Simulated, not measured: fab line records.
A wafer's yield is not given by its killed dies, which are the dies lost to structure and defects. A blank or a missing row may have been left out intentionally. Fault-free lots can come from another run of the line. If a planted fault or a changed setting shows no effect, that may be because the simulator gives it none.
fab line records ; flow sky130
record: lots: 11; wafers: 33; lastDay: 50
route steps=708 shown METAL3@532 CAPM@549 VIA3@594 PAD_OPEN@708
lots untouched by any fault: they come from a run of this same line in which no faults occurred
startH: the number of hours between the record's first day and the start of the first shown wafer of the lot ; waitH: hours since the lot's step before ; " unchanged from the row above ; L1.1+2: one row covering several wafers at once ; - no value, or no start given ; * or withheld: withheld ; < > ~ a bound
route shown NAME@n: NAME is a module with steps in the file, n the number in the route of the first one ; usual: mean/standard deviation taken from wafers without a fault ; same: alike in all rows ; chamber/n: place in a boat ; sites: per-site readings ; _std_site: the values' standard deviation ; _edge_site: mean of outer sites minus mean of inner sites ; radiusMm: how far each site lies from the wafer's centre ; mask NAME#n: copy n ; behind: tool/chamber where the wafer was last shaped ; hold: the reason the lot was held/the length of the hold in hours/how it ended ; device: names the non-switching transistor (n, p or np) ; end of line: the route-end tests of the same wafers ; a step with no rows: only its recipe ; killed: the dies lost at the first sort to structure and to defects; this is not the yield of the wafer ; map: a wafer's dies, marking killed ones x, the rest . and places with no die _
set.NAME: the setting as run; set.NAME@STEP: as run at that earlier step ; model.NAME: the simulator's own value behind a step, which no gauge read
the route's steps for a sample of lots (tables are steps, rows are wafers)
services: a tool's chamber out of use, with start hour (startH, from the record's first day; less than 0 if before it), hours out, and reason
== steps ==
step: SKY_METAL3_SPUTTER_00
recipe: material: Ti; targetThkNm: 15; powerW: 3000; timeS: 10; chamberPressurePa: 0.4
usual: chamberPressurePa: 0.3999/0.00092; throttleValvePct: 30.0/1.3
lot.wafer;tool;chamber;startH;waitH;chamberPressurePa;throttleValvePct
L960.1;pvdSputter-02;-;880.13;0.1;0.4003;29.6
L960.2;pvdSputter-02;-;880.13;0.1;0.3999;30.1
L960.4;pvdSputter-02;-;880.13;0.1;0.3991;28.6
L962.2;pvdSputter-01;-;895.60;0.1;0.3993;31.5
L962.3;pvdSputter-01;-;895.60;0.1;0.4002;31.2
L962.6;pvdSputter-01;-;895.60;0.1;0.4000;31.5
L963.1;pvdSputter-01;-;902.41;0.2;0.4006;31.2
L963.4;pvdSputter-01;-;902.41;0.2;0.4020;29.9
L963.5;pvdSputter-01;-;902.41;0.2;0.4005;30.2
L964.2;pvdSputter-01;-;906.90;0.2;0.4020;31.6
L964.4;pvdSputter-01;-;906.90;0.2;0.4013;31.6
L964.6;pvdSputter-01;-;906.90;0.2;0.4003;30.0
L966.1;pvdSputter-01;-;919.26;0.1;0.3998;31.3
L966.3;pvdSputter-01;-;919.26;0.1;0.3992;31.4
L966.4;pvdSputter-01;-;919.26;0.1;0.3995;29.9
L967.1;pvdSputter-01;-;924.23;0.1;0.3983;31.6
L967.2;pvdSputter-01;-;924.23;0.1;0.4025;31.5
L967.5;pvdSputter-01;-;924.23;0.1;0.3996;27.4
L970.1;pvdSputter-03;-;947.88;0.2;0.3998;30.2
L970.3;pvdSputter-03;-;947.88;0.2;0.3993;28.6
L970.4;pvdSputter-03;-;947.88;0.2;0.4000;30.4
L979.2;pvdSputter-01;-;1004.31;0.1;0.4002;31.7
L979.4;pvdSputter-01;-;1004.31;0.1;0.3987;31.3
L979.5;pvdSputter-01;-;1004.31;0.1;0.3989;27.5
L978.2;pvdSputter-03;-;1005.54;0.2;0.3997;28.7
L978.5;pvdSputter-03;-;1005.54;0.2;0.3981;30.5
L978.6;pvdSputter-03;-;1005.54;0.2;0.4015;30.4
L980.3;pvdSputter-02;-;1008.18;0.1;0.4000;28.9
L980.4;pvdSputter-02;-;1008.18;0.1;0.4001;31.1
L980.5;pvdSputter-02;-;1008.18;0.1;0.3991;29.0
L981.1;pvdSputter-02;-;1010.16;0.1;0.4018;29.5
L981.4;pvdSputter-02;-;1010.16;0.1;0.3994;30.6
L981.6;pvdSputter-02;-;1010.16;0.1;0.3997;28.9
step: SKY_METAL3_SPUTTER_04
recipe: material: TiN; targetThkNm: 70; powerW: 6500; timeS: 58.3; chamberPressurePa: 0.4
usual: chamberPressurePa: 0.3997/0.00081; throttleValvePct: 30.0/1.3
lot.wafer;tool;chamber;startH;waitH;chamberPressurePa;throttleValvePct
L960.1;pvdSputter-02;-;880.23;0.0;0.4005;29.3
L960.2;pvdSputter-02;-;880.23;0.0;0.3996;30.3
L960.4;pvdSputter-02;-;880.23;0.0;0.3997;29.1
L962.2;pvdSputter-01;-;895.70;0.0;0.4014;31.2
L962.3;pvdSputter-01;-;895.70;0.0;0.4004;31.2
L962.6;pvdSputter-01;-;895.70;0.0;0.3998;31.4
L963.1;pvdSputter-01;-;902.51;0.0;0.4006;31.2
L963.4;pvdSputter-01;-;902.51;0.0;0.3995;30.1
L963.5;pvdSputter-01;-;902.51;0.0;0.3992;30.1
L964.2;pvdSputter-01;-;907.00;0.0;0.3991;31.4
L964.4;pvdSputter-01;-;907.00;0.0;0.4007;31.3
L964.6;pvdSputter-01;-;907.00;0.0;0.4008;30.1
L966.1;pvdSputter-01;-;919.36;0.0;0.3996;31.3
L966.3;pvdSputter-01;-;919.36;0.0;0.4002;31.6
L966.4;pvdSputter-01;-;919.36;0.0;0.4010;29.8
L967.1;pvdSputter-01;-;924.33;0.0;0.4001;31.5
L967.2;pvdSputter-01;-;924.33;0.0;0.3996;31.3
L967.5;pvdSputter-01;-;924.33;0.0;0.3995;27.2
L970.1;pvdSputter-03;-;947.98;0.0;0.4000;30.2
L970.3;pvdSputter-03;-;947.98;0.0;0.3999;28.3
L970.4;pvdSputter-03;-;947.98;0.0;0.3987;30.2
L979.2;pvdSputter-01;-;1004.42;0.0;0.4009;31.7
L979.4;pvdSputter-01;-;1004.42;0.0;0.3988;31.3
L979.5;pvdSputter-01;-;1004.42;0.0;0.3988;27.4
L978.2;pvdSputter-03;-;1005.65;0.0;0.3998;28.9
L978.5;pvdSputter-03;-;1005.65;0.0;0.4005;30.3
L978.6;pvdSputter-03;-;1005.65;0.0;0.3994;30.2
L980.3;pvdSputter-02;-;1008.28;0.0;0.4007;28.9
L980.4;pvdSputter-02;-;1008.28;0.0;0.4013;31.1
L980.5;pvdSputter-02;-;1008.28;0.0;0.4006;29.1
L981.1;pvdSputter-02;-;1010.26;0.0;0.3991;30.0
L981.4;pvdSputter-02;-;1010.26;0.0;0.4001;30.3
L981.6;pvdSputter-02;-;1010.26;0.0;0.3989;28.9
step: SKY_CAPM_OVL_MEAS_12
usual: CAPM_OVL: -1.1/1.3
lot.wafer;tool;chamber;startH;waitH;CAPM_OVL[nm]
L960.1;overlay-02;-;905.58;0.1;-1.6
L960.2;overlay-02;-;905.58;0.1;-3.0
L960.4;overlay-02;-;905.58;0.1;-3.6
L962.2;overlay-01;-;921.36;0.1;-3.3
L962.3;overlay-01;-;921.36;0.1;-3.0
L962.6;overlay-01;-;921.36;0.1;-2.1
L963.1;overlay-02;-;927.66;0.1;-0.9
L963.4;overlay-02;-;927.66;0.1;-0.8
L963.5;overlay-02;-;927.66;0.1;-0.5
L964.2;overlay-01;-;932.09;0.1;2.3
L964.4;overlay-01;-;932.09;0.1;0.6
L964.6;overlay-01;-;932.09;0.1;-0.3
L966.1;overlay-01;-;944.46;0.1;1.4
L966.3;overlay-01;-;944.46;0.1;-1.3
L966.4;overlay-01;-;944.46;0.1;0.4
L967.1;overlay-01;-;948.86;0.1;-1.3
L967.2;overlay-01;-;948.86;0.1;-0.7
L967.5;overlay-01;-;948.86;0.1;-1.3
L970.1;overlay-01;-;972.71;0.1;-2.1
L970.3;overlay-01;-;972.71;0.1;-0.9
L970.4;overlay-01;-;972.71;0.1;-1.2
L979.2;overlay-01;-;1027.64;0.1;0.6
L979.4;overlay-01;-;1027.64;0.1;-0.9
L979.5;overlay-01;-;1027.64;0.1;0.1
L978.2;overlay-02;-;1029.04;0.1;-2.9
L978.5;overlay-02;-;1029.04;0.1;-2.7
L978.6;overlay-02;-;1029.04;0.1;-3.2
L980.3;overlay-02;-;1031.47;0.1;-1.2
L980.4;overlay-02;-;1031.47;0.1;-1.9
L980.5;overlay-02;-;1031.47;0.1;-1.1
L981.1;overlay-01;-;1032.76;0.1;-1.1
L981.4;overlay-01;-;1032.76;0.1;-0.7
L981.6;overlay-01;-;1032.76;0.1;-1.4
step: SKY_VIA3_CVD_21
recipe: material: W; targetThkNm: 390; timeS: 117.31; tempC: 400; pressureTorr: 40
usual: chamberPressureTorr: 39.99/0.087; heaterPowerW: 790/55
lot.wafer;tool;chamber;startH;waitH;chamberPressureTorr;heaterPowerW;sinceWetCleanH
L960.1;cvdW-02;1;959.12;0.0;39.88;842;553
L960.2;cvdW-02;0;959.12;0.0;39.99;696;553
L960.4;cvdW-02;1;959.12;0.0;39.91;828;-
L962.2;cvdW-01;0;974.23;0.0;39.97;791;56
L962.3;cvdW-01;1;974.23;0.0;39.92;828;-
L962.6;cvdW-01;1;974.23;0.0;40.02;814;-
L963.1;cvdW-02;0;980.59;0.0;39.91;716;575
L963.4;cvdW-02;1;980.59;0.0;39.90;840;-
L963.5;cvdW-02;0;980.59;0.0;40.10;696;-
L964.2;cvdW-02;1;983.95;0.0;39.87;847;578
L964.4;cvdW-02;1;983.95;0.0;39.96;840;-
L964.6;cvdW-02;1;983.95;0.0;39.92;831;-
L966.1;cvdW-01;1;995.32;0.0;39.95;808;77
L966.3;cvdW-01;0;995.32;0.0;39.94;797;-
L966.4;cvdW-01;1;995.32;0.0;39.96;820;-
L967.1;cvdW-02;0;1000.35;0.0;40.04;718;594
L967.2;cvdW-02;1;1000.35;0.0;39.94;832;594
L967.5;cvdW-02;1;1000.35;0.0;39.85;837;-
L970.1;cvdW-01;0;1022.77;0.0;39.91;795;105
L970.3;cvdW-01;0;1022.77;0.0;39.84;830;-
L970.4;cvdW-01;1;1022.77;0.0;40.07;805;-
L979.2;cvdW-01;0;1074.05;0.0;35.49;789;156
L979.4;cvdW-01;0;1074.05;0.0;35.55;818;-
L979.5;cvdW-01;0;1074.05;0.0;35.53;818;-
L978.2;cvdW-01;0;1076.91;0.0;35.42;807;159
L978.5;cvdW-01;0;1076.91;0.0;35.55;806;-
L978.6;cvdW-01;1;1076.91;0.0;35.30;829;-
L980.3;cvdW-01;0;1078.64;0.1;35.54;803;-
L980.4;cvdW-01;1;1078.64;0.1;35.59;822;-
L980.5;cvdW-01;0;1078.64;0.1;35.67;822;-
L981.1;cvdW-02;1;1080.11;0.0;40.06;836;674
L981.4;cvdW-02;0;1080.11;0.0;40.10;689;-
L981.6;cvdW-02;0;1080.11;0.0;40.05;696;-
step: SKY_VIA3_RS_MEAS_22
recipe: thkMeasGauge: four-point-probe; reads: W_of_VIA3_CVD_21+TiN_of_VIA3_SPUTTER_20
usual: VIA3_W_RS: 0.295/0.0049
lot.wafer;tool;chamber;startH;waitH;VIA3_W_RS[ohm/sq]
L960.1;filmMetro-01;-;959.24;0.1;0.305
L960.2;filmMetro-01;-;959.24;0.1;0.293
L960.4;filmMetro-01;-;959.24;0.1;0.308
L962.2;filmMetro-02;-;974.37;0.1;0.288
L962.3;filmMetro-02;-;974.37;0.1;0.297
L962.6;filmMetro-02;-;974.37;0.1;0.295
L963.1;filmMetro-02;-;980.71;0.1;0.288
L963.4;filmMetro-02;-;980.71;0.1;0.299
L963.5;filmMetro-02;-;980.71;0.1;0.289
L964.2;filmMetro-01;-;984.09;0.1;0.301
L964.4;filmMetro-01;-;984.09;0.1;0.305
L964.6;filmMetro-01;-;984.09;0.1;0.300
L966.1;filmMetro-02;-;995.44;0.1;0.300
L966.3;filmMetro-02;-;995.44;0.1;0.289
L966.4;filmMetro-02;-;995.44;0.1;0.300
L967.1;filmMetro-01;-;1000.47;0.1;0.294
L967.2;filmMetro-01;-;1000.47;0.1;0.299
L967.5;filmMetro-01;-;1000.47;0.1;0.301
L970.1;filmMetro-02;-;1022.89;0.1;0.289
L970.3;filmMetro-02;-;1022.89;0.1;0.287
L970.4;filmMetro-02;-;1022.89;0.1;0.297
L979.2;filmMetro-03;-;1074.19;0.1;0.311
L979.4;filmMetro-03;-;1074.19;0.1;0.312
L979.5;filmMetro-03;-;1074.19;0.1;0.310
L978.2;filmMetro-03;-;1077.05;0.1;0.312
L978.5;filmMetro-03;-;1077.05;0.1;0.310
L978.6;filmMetro-03;-;1077.05;0.1;0.317
L980.3;filmMetro-03;-;1078.76;0.1;0.314
L980.4;filmMetro-03;-;1078.76;0.1;0.318
L980.5;filmMetro-03;-;1078.76;0.1;0.311
L981.1;filmMetro-02;-;1080.24;0.1;0.302
L981.4;filmMetro-02;-;1080.24;0.1;0.298
L981.6;filmMetro-02;-;1080.24;0.1;0.295
step: SKY_VIA3_THK_MEAS_23
recipe: thkMeasGauge: xrf; reads: W_of_VIA3_CVD_21
usual: VIA3_W_THK: 410/8
lot.wafer;tool;chamber;startH;waitH;VIA3_W_THK[nm]
L960.1;filmMetro-01;-;959.36;0.1;394
L960.2;filmMetro-01;-;959.36;0.1;409
L960.4;filmMetro-01;-;959.36;0.1;390
L962.2;filmMetro-02;-;974.48;0.1;420
L962.3;filmMetro-02;-;974.48;0.1;405
L962.6;filmMetro-02;-;974.48;0.1;409
L963.1;filmMetro-02;-;980.83;0.1;420
L963.4;filmMetro-02;-;980.83;0.1;403
L963.5;filmMetro-02;-;980.83;0.1;420
L964.2;filmMetro-01;-;984.20;0.1;400
L964.4;filmMetro-01;-;984.20;0.1;395
L964.6;filmMetro-01;-;984.20;0.1;403
L966.1;filmMetro-02;-;995.56;0.1;403
L966.3;filmMetro-02;-;995.56;0.1;422
L966.4;filmMetro-02;-;995.56;0.1;407
L967.1;filmMetro-01;-;1000.59;0.1;412
L967.2;filmMetro-01;-;1000.59;0.1;402
L967.5;filmMetro-01;-;1000.59;0.1;401
L970.1;filmMetro-02;-;1023.01;0.1;424
L970.3;filmMetro-02;-;1023.01;0.1;426
L970.4;filmMetro-02;-;1023.01;0.1;410
L979.2;filmMetro-03;-;1074.30;0.1;387
L979.4;filmMetro-03;-;1074.30;0.1;386
L979.5;filmMetro-03;-;1074.30;0.1;390
L978.2;filmMetro-03;-;1077.16;0.1;389
L978.5;filmMetro-03;-;1077.16;0.1;390
L978.6;filmMetro-03;-;1077.16;0.1;381
L980.3;filmMetro-03;-;1078.86;0.1;384
L980.4;filmMetro-03;-;1078.86;0.1;379
L980.5;filmMetro-03;-;1078.86;0.1;389
L981.1;filmMetro-02;-;1080.36;0.1;394
L981.4;filmMetro-02;-;1080.36;0.1;401
L981.6;filmMetro-02;-;1080.36;0.1;405
step: SKY_PAD_OPEN_PROBE_99
usual: defectLimitedYield: 82.2/2; killed_at_M0_to_M3: 45/7.2; killed_at_M4_up: 3.0/1.8; killedAtContacts: 25/6.1; killedAtFrontEnd: 14/4.4; killedAtOther: 0.2/0.44; killedDies: 88/10; killedOpen: 48/7.4; killedShort: 40/6.3; sort_bin_3_pad_short: 0.9/0.41; sort_bin_5_function: 10.6/1.5; sort_bin_6_memory: 6.4/1.2; sortNPass: 404/10; sortYieldPct: 82.2/2
same: grossDies: 492; killedAtBackSide: 0; sort_bin_4_leakage[%]: 0; sort_bin_8_speed[%]: 0
lot.wafer;tool;chamber;startH;waitH;defectLimitedYield[%];killed_at_M0_to_M3;killed_at_M4_up;killedAtContacts;killedAtFrontEnd;killedAtOther;killedDies;killedOpen;killedShort;sort_bin_3_pad_short[%];sort_bin_5_function[%];sort_bin_6_memory[%];sortNPass;sortYieldPct[%]
L967.1;prober-01;-;1137.28;0.1;80.1;51;1;27;18;1;98;48;50;0.6;12.6;6.7;394;80.1
L967.2;prober-01;-;1137.33;0.1;81.1;55;1;26;11;0;93;55;38;1.6;12.0;5.3;399;81.1
L967.5;prober-01;-;1137.48;0.2;79.3;51;2;25;24;0;102;61;41;0.6;12.0;8.1;390;79.3
killed by level:class
L967.1 CONTACT:geometricParticle:open=9 METAL1:geometricParticle:short=9 VIA1:geometricParticle:short=9 VIA2:geometricParticle:open=7 FIELD_ISO:geometricParticle:open=6 VIA1:geometricParticle:open=6 LI_CONTACT:geometricParticle:open=6 LOCAL_INTERCONNECT:geometricParticle:short=6
L967.2 CONTACT:geometricParticle:open=13 VIA1:geometricParticle:open=11 VIA1:geometricParticle:short=10 VIA3:geometricParticle:open=10 LI_CONTACT:geometricParticle:open=5 METAL2:geometricParticle:short=5 VIA2:geometricParticle:open=5 METAL3:geometricParticle:short=5
L967.5 VIA1:geometricParticle:open=18 CONTACT:geometricParticle:open=8 VIA2:geometricParticle:open=8 POLY_GATE:geometricParticle:open=6 CONTACT:geometricParticle:short=6 FIELD_ISO:geometricParticle:open=5 POLY_GATE:geometricParticle:short=5 VIA1:geometricParticle:short=5
== services ==
tool;chamber;startH;hours;kind
pvdSputter-03;-;865.72;6.2;repair
pvdSputter-01;-;878.44;4.8;repair
cvdW-01;-;904.00;14.0;pm
cvdW-01;0;904.00;14.0;ventCycle
cvdW-01;1;904.00;14.0;ventCycle
cvdW-01;0;918.00;-;clean
cvdW-01;1;918.00;-;clean
pvdSputter-01;1;953.44;-;consumableReplace:kit
pvdSputter-01;1;953.44;18.0;scheduledDown
pvdSputter-01;1;953.44;18.0;ventCycle
pvdSputter-02;3;1010.31;-;consumableReplace:kit
pvdSputter-02;3;1010.31;18.0;scheduledDown
pvdSputter-02;3;1010.31;18.0;ventCycle
pvdSputter-03;1;1032.38;-;consumableReplace:kit
pvdSputter-03;1;1032.38;18.0;scheduledDown
pvdSputter-03;1;1032.38;18.0;ventCycle
cvdW-02;0;1049.69;12.3;repair
== key ==
firstSign: step: SKY_VIA3_CVD_21; reading: chamberPressureTorr; direction: down; sigmas: 51; usual: 39.99; struck: 35.51
effect: step: SKY_VIA3_RS_MEAS_22; reading: VIA3_W_RS; direction: up; sigmas: 3.6; usual: 0.295; struck: 0.313
effect: step: SKY_VIA3_THK_MEAS_23; reading: VIA3_W_THK; direction: down; sigmas: 3; usual: 410; struck: 386
metAt SKY_VIA3_CVD_21
struckLots L978,L979,L980
notActingAt SKY_METAL3_SPUTTER_00,SKY_METAL3_SPUTTER_04,SKY_CAPM_OVL_MEAS_12
onsetBetween 1022.77 1074.05
fault: kind: processParameterDrift; tool: cvdW-01; chamber: -; onsetH: 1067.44; steps: SKY_VIA3_CVD_21; channel: pressureTorr; offset: -4.501; shape: step; endH: 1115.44; actsIn: theseRecipesOnly; stated: 40
